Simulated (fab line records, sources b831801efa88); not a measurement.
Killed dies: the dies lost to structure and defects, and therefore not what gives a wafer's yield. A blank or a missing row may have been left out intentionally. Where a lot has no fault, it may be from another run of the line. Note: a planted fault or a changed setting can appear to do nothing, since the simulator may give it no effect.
fab line records | flow sky130
record: lots: 12 wafers: 36 last-day: 50
route steps=708 shown VT_ADJUST_NCORE@128 SONOS_TUNNEL@162 POLY_GATE@232 LDD_P@263
lots untouched by any fault: they come from a run of this same line in which no faults occurred
start-h: start of the lot's first displayed wafer, in hours after the record's first day | wait-h: how many hours have passed since the lot's step before this one | " unchanged from the row above | L1.1+2: several wafers, shown together as one row | - value missing, or start not given | * or withheld: withheld | < > ~ a bound
route shown NAME@n: NAME is a module with steps in the file, n the number in the route of the first one | usual: average and standard deviation across the fault-free wafers | same: alike in all rows | chamber/n: place in a boat | sites: the reading at each site | _std_site: the standard deviation of these | _edge_site: inner sites' mean taken away from outer sites' mean | radius-mm: how far each site lies from the wafer's centre | mask NAME#n: copy n | behind: the tool/chamber that last shaped the wafer | hold: cause of the lot's hold/its duration in hours/its outcome | device: the n, p or np transistor that did not switch | end of line: the tests these same wafers got at the end of their route | where a step has no rows: the recipe by itself | killed: dies that structure and defects cost at the first sort, which is not the same as the wafer's yield | map: a wafer's dies, marking killed ones x, the rest . and places with no die _
set.NAME: setting as actually run; set.NAME@STEP: the setting as run at that earlier step | model.NAME: the simulator's own value behind a step, which no gauge read
steps of the route over a sample of lots; a table a step, a row a wafer
services: a tool's chamber out of use, with start hour (start-h, from the record's first day; less than 0 if before it), hours out, and reason
== steps ==
step: SKY_VT_ADJUST_NCORE_IMPLANT_09
recipe: species: B energy-kev: 10 dose-cm2: 2.4e+12 tilt-deg: withheld
usual: dose-ions-cm2: 2.3997e+12/2.8e+09 end-station-pressure-torr: 5.03e-06/2.7e-07 faraday-current-uA: 13.54/0.26
columns lot.wafer tool chamber start-h wait-h dose-ions-cm2 end-station-pressure-torr faraday-current-uA
L256.3 implanter-03 0 191.27 0.1 2.3956e+12 4.83e-06 13.72
L256.5 " 0 " " 2.3954e+12 5.2e-06 13.20
L256.6 " 0 " " 2.3996e+12 5.05e-06 13.49
L257.2 implanter-02 0 193.72 0.0 2.4017e+12 4.97e-06 13.60
L257.4 " 0 " " 2.4028e+12 4.95e-06 13.57
L257.5 " 0 " " 2.3962e+12 4.99e-06 13.82
L258.4 implanter-03 0 198.47 0.1 2.3999e+12 5.35e-06 13.68
L258.5 " 0 " " 2.3929e+12 5.07e-06 13.29
L258.6 " 0 " " 2.3961e+12 4.88e-06 13.37
L259.1 implanter-02 0 211.71 0.0 2.4008e+12 5.21e-06 13.71
L259.3 " 0 " " 2.3978e+12 4.98e-06 13.85
L259.6 " 0 " " 2.4003e+12 5.06e-06 13.59
L261.1 implanter-02 0 221.29 0.0 1.5903e+12 4.91e-06 9.30
L261.3 " 0 " " 1.5887e+12 4.74e-06 8.85
L261.5 " 0 " " 1.5921e+12 5.23e-06 8.95
L262.2 implanter-02 0 230.42 0.0 1.5897e+12 4.85e-06 9.27
L262.3 " 0 " " 1.5947e+12 5.24e-06 8.99
L262.6 " 0 " " 1.5867e+12 4.9e-06 9.12
L265.4 implanter-03 0 253.21 0.1 2.3981e+12 4.79e-06 13.01
L265.5 " 0 " " 2.3946e+12 5.48e-06 13.44
L265.6 " 0 " " 2.3959e+12 5.03e-06 13.79
L272.1 implanter-04 0 306.04 0.0 2.4006e+12 5.18e-06 13.02
L272.5 " 0 " " 2.3991e+12 4.71e-06 13.48
L272.6 " 0 " " 2.4002e+12 4.61e-06 13.14
L273.1 implanter-04 0 313.67 0.0 2.4026e+12 4.75e-06 13.58
L273.3 " 0 " " 2.4019e+12 5.28e-06 13.49
L273.5 " 0 " " 2.4029e+12 5.26e-06 13.86
L276.2 implanter-02 0 329.46 0.0 2.402e+12 4.38e-06 13.37
L276.5 " 0 " " 2.4016e+12 5.35e-06 13.66
L276.6 " 0 " " 2.4e+12 4.81e-06 13.32
L277.1 implanter-03 0 342.19 0.0 2.4003e+12 5.07e-06 13.32
L277.2 " 0 " " 2.3988e+12 4.75e-06 13.38
L277.5 " 0 " " 2.4013e+12 5.22e-06 13.54
L278.2 implanter-04 0 346.81 0.0 2.3989e+12 4.82e-06 13.54
L278.3 " 0 " " 2.403e+12 5.12e-06 13.43
L278.6 " 0 " " 2.4046e+12 5.03e-06 13.67
step: SKY_VT_ADJUST_NCORE_TW_MEAS_11
usual: VT_ADJUST_NCORE_TW: 218.5/2.5
columns lot.wafer tool chamber start-h wait-h VT_ADJUST_NCORE_TW
L256.3 film-metro-01 - 191.49 0.1 220.7
L256.5 " - " " 220.7
L256.6 " - " " 220.2
L257.2 film-metro-02 - 193.95 0.1 216.4
L257.4 " - " " 217.2
L257.5 " - " " 217.9
L258.4 film-metro-02 - 198.67 0.1 218.3
L258.5 " - " " 218.5
L258.6 " - " " 218.4
L259.1 film-metro-02 - 211.96 0.1 217.6
L259.3 " - " " 218.4
L259.6 " - " " 218.6
L261.1 film-metro-02 - 221.54 0.1 194.7
L261.3 " - " " 195.6
L261.5 " - " " 195.8
L262.2 film-metro-01 - 230.65 0.1 196.3
L262.3 " - " " 197.1
L262.6 " - " " 196.3
L265.4 film-metro-03 - 253.42 0.1 216.8
L265.5 " - " " 218.9
L265.6 " - " " 216.7
L272.1 film-metro-01 - 306.29 0.1 222.5
L272.5 " - " " 223.1
L272.6 " - " " 222.8
L273.1 film-metro-01 - 313.92 0.1 223.1
L273.3 " - " " 222.0
L273.5 " - " " 221.6
L276.2 film-metro-01 - 329.71 0.1 222.0
L276.5 " - " " 221.2
L276.6 " - " " 222.1
L277.1 film-metro-03 - 342.44 0.1 216.1
L277.2 " - " " 215.0
L277.5 " - " " 215.8
L278.2 film-metro-01 - 347.05 0.1 221.2
L278.3 " - " " 221.0
L278.6 " - " " 220.3
step: SKY_SONOS_TUNNEL_OVL_MEAS_08
usual: SONOS_TUNNEL_OVL: -0.5/1.5
columns lot.wafer tool chamber start-h wait-h SONOS_TUNNEL_OVL[nm]
L256.3 overlay-01 - 258.21 0.1 -2.5
L256.5 " - " " -2.1
L256.6 " - " " -0.9
L257.2 overlay-02 - 263.09 0.1 1.0
L257.4 " - " " 1.1
L257.5 " - " " 1.7
L258.4 overlay-02 - 267.90 0.1 -1.5
L258.5 " - " " 0.5
L258.6 " - " " -1.7
L259.1 overlay-02 - 281.75 0.1 1.5
L259.3 " - " " -0.3
L259.6 " - " " -0.4
L261.1 overlay-02 - 292.44 0.1 -2.2
L261.3 " - " " -1.1
L261.5 " - " " -0.9
L262.2 overlay-01 - 303.86 0.1 0.7
L262.3 " - " " -0.5
L262.6 " - " " 0.4
L265.4 overlay-01 - 328.81 0.1 0.4
L265.5 " - " " -0.2
L265.6 " - " " 0.5
L272.1 overlay-01 - 389.25 0.1 -1.6
L272.5 " - " " 2.0
L272.6 " - " " 1.2
L273.1 overlay-01 - 396.55 0.1 1.9
L273.3 " - " " 2.1
L273.5 " - " " 1.8
L276.2 overlay-02 - 414.84 0.1 1.1
L276.5 " - " " 0.4
L276.6 " - " " 0.6
L277.1 overlay-02 - 428.75 0.1 1.1
L277.2 " - " " 2.9
L277.5 " - " " -0.6
L278.2 overlay-01 - 434.95 0.1 -2.9
L278.3 " - " " -3.0
L278.6 " - " " -2.6
step: SKY_POLY_GATE_STRIP_18
recipe: chemistry: O2/N2 power-w: 1400 pressure-mtorr: 1500 platen-temp-c: withheld o2-flow-sccm: 3000 n2-flow-sccm: 300 overash-fraction: 0.5
usual: drypump-motor-current-A: 5.6/0.36 n2-flow-sccm: 300.0/0.83 oes-product-au: 0.360/0.0047 strip-time-to-endpoint-s: 3.16/0.033
columns lot.wafer tool chamber start-h wait-h drypump-motor-current-A n2-flow-sccm oes-product-au rf-hours-counter-h strip-time-to-endpoint-s
L256.3 plasma-asher-03 1 377.41 0.1 5.2 299.1 0.358 - 3.15
L256.5 " 0 " " 5.9 301.9 0.367 - 3.15
L256.6 " 1 " " 5.2 298.7 0.358 - 3.18
L257.2 plasma-asher-01 1 383.51 0.0 6.2 300.7 0.353 59 3.10
L257.4 " 0 " " 5.4 298.4 0.360 - 3.16
L257.5 " 1 " " 6.3 300.1 0.355 - 3.15
L258.4 plasma-asher-02 1 389.74 0.1 5.4 300.2 0.355 - 3.16
L258.5 " 0 " " 5.3 300.8 0.362 - 3.11
L258.6 " 1 " " 5.4 300.7 0.352 - 3.14
L259.1 plasma-asher-03 0 404.98 0.0 5.9 301.3 0.354 25 3.09
L259.3 " 1 " " 5.3 301.2 0.358 - 3.16
L259.6 " 1 " " 5.3 300.3 0.356 - 3.14
L261.1 plasma-asher-02 0 417.00 0.0 5.3 299.0 0.361 72 3.11
L261.3 " 0 " " 5.3 301.0 0.356 - 3.18
L261.5 " 1 " " 5.5 300.9 0.365 - 3.14
L262.2 plasma-asher-01 1 431.16 0.0 6.2 298.8 0.357 64 3.12
L262.3 " 1 " " 6.2 299.9 0.364 - 3.19
L262.6 " 1 " " 6.3 301.3 0.363 - 3.18
L265.4 plasma-asher-03 0 459.19 0.1 5.9 299.7 0.362 - 3.15
L265.5 " 1 " " 5.3 300.4 0.372 - 3.16
L265.6 " 0 " " 5.9 299.5 0.351 - 3.15
L272.1 plasma-asher-01 1 523.67 0.0 6.2 300.3 0.363 73 3.14
L272.5 " 1 " " 6.2 300.2 0.362 - 3.13
L272.6 " 0 " " 5.4 299.3 0.365 - 3.16
L273.1 plasma-asher-03 0 531.82 0.0 5.9 298.3 0.368 37 3.18
L273.3 " 1 " " 5.3 300.9 0.356 - 3.14
L273.5 " 0 " " 5.9 300.2 0.352 - 3.15
L276.2 plasma-asher-02 1 550.87 0.0 5.4 299.7 0.370 11 3.19
L276.5 " 1 " " 5.4 298.8 0.360 - 3.14
L276.6 " 0 " " 5.3 300.7 0.362 - 3.16
L277.1 plasma-asher-01 1 561.17 0.0 6.2 300.0 0.367 77 3.26
L277.2 " 0 " " 5.4 300.3 0.360 77 3.18
L277.5 " 0 " " 5.4 300.6 0.356 - 3.17
L278.2 plasma-asher-01 0 569.62 0.0 5.4 298.8 0.370 78 3.13
L278.3 " 1 " " 6.2 300.5 0.368 - 3.13
L278.6 " 0 " " 5.5 300.6 0.359 - 3.17
step: SKY_LDD_P_OVL_MEAS_08
usual: LDD_P_OVL: -1.9/1.4
columns lot.wafer tool chamber start-h wait-h LDD_P_OVL[nm]
L256.3 overlay-01 - 439.96 0.1 -0.3
L256.5 " - " " 0.1
L256.6 " - " " -0.1
L257.2 overlay-01 - 446.15 0.1 0.8
L257.4 " - " " -2.0
L257.5 " - " " -1.5
L258.4 overlay-01 - 454.32 0.1 -2.3
L258.5 " - " " -1.0
L258.6 " - " " -4.9
L259.1 overlay-01 - 468.84 0.1 -1.8
L259.3 " - " " -1.5
L259.6 " - " " -1.9
L261.1 overlay-02 - 481.71 0.1 -5.3
L261.3 " - " " -3.9
L261.5 " - " " -3.4
L262.2 overlay-02 - 495.11 0.1 -2.1
L262.3 " - " " -3.4
L262.6 " - " " -2.5
L265.4 overlay-02 - 522.06 0.1 -1.4
L265.5 " - " " -2.2
L265.6 " - " " -2.2
L272.1 overlay-02 - 586.09 0.1 -1.1
L272.5 " - " " -1.0
L272.6 " - " " -0.2
L273.1 overlay-01 - 593.77 0.1 -0.6
L273.3 " - " " -1.6
L273.5 " - " " -1.2
L276.2 overlay-02 - 611.68 0.1 -0.1
L276.5 " - " " -2.6
L276.6 " - " " -0.7
L277.1 overlay-02 - 624.85 0.1 -4.1
L277.2 " - " " -4.1
L277.5 " - " " -4.6
L278.2 overlay-02 - 631.11 0.1 -3.2
L278.3 " - " " -3.3
L278.6 " - " " -2.8
== services ==
columns tool chamber start-h hours kind
implanter-03 - 167.57 2.7 pm
implanter-04 - 189.05 18.9 pm
implanter-03 - 206.38 21.5 pm
plasma-asher-01 - 248.62 2.9 repair
plasma-asher-03 - 298.60 0.9 repair
implanter-02 - 333.99 6.3 pm
implanter-02 - 346.61 3.1 repair
implanter-04 - 387.03 3.7 pm
plasma-asher-03 - 413.36 0.8 repair
plasma-asher-02 - 421.25 9.0 pm
plasma-asher-02 0 421.25 9.0 vent-cycle
plasma-asher-02 1 421.25 9.0 vent-cycle
implanter-04 - 424.33 3.6 repair
plasma-asher-02 0 430.25 - clean
plasma-asher-02 1 430.25 - clean
implanter-02 - 451.65 3.3 pm
plasma-asher-02 - 473.37 13.3 repair
plasma-asher-03 - 507.42 0.3 repair
plasma-asher-03 - 513.41 12.9 pm
implanter-04 - 530.05 2.7 repair
plasma-asher-03 - 557.55 2.8 pm
implanter-02 - 567.75 4.8 repair
== key ==
first-sign: step: SKY_VT_ADJUST_NCORE_IMPLANT_09 reading: dose-ions-cm2 direction: down sigmas: 99+ usual: * struck: *
effect: step: SKY_VT_ADJUST_NCORE_IMPLANT_09 reading: faraday-current-uA direction: down sigmas: 17 usual: 13.54 struck: 9.08
effect: step: SKY_VT_ADJUST_NCORE_TW_MEAS_11 reading: VT_ADJUST_NCORE_TW direction: down sigmas: 9.1 usual: 218.5 struck: 196.0
met-at SKY_VT_ADJUST_NCORE_IMPLANT_09
struck-lots L261,L262
tester-left-out L261,L262
not-acting-at SKY_SONOS_TUNNEL_OVL_MEAS_08,SKY_POLY_GATE_STRIP_18,SKY_LDD_P_OVL_MEAS_08
onset-between 211.71 221.29
fault: kind: process-parameter-drift tool: implanter-02 chamber: - onset-h: 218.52 steps: SKY_VT_ADJUST_NCORE_IMPLANT_09 channel: dose-cm2 offset: * shape: step end-h: 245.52 acts-in: * stated: *
tester-left-out: of these lots the tester's yield and bins aren't shown, on N5 and GAA mostly nor the transistor test; their killed dies are dies lost to structure and defects alone, not to doping, threshold or leakage, so they don't give the yield
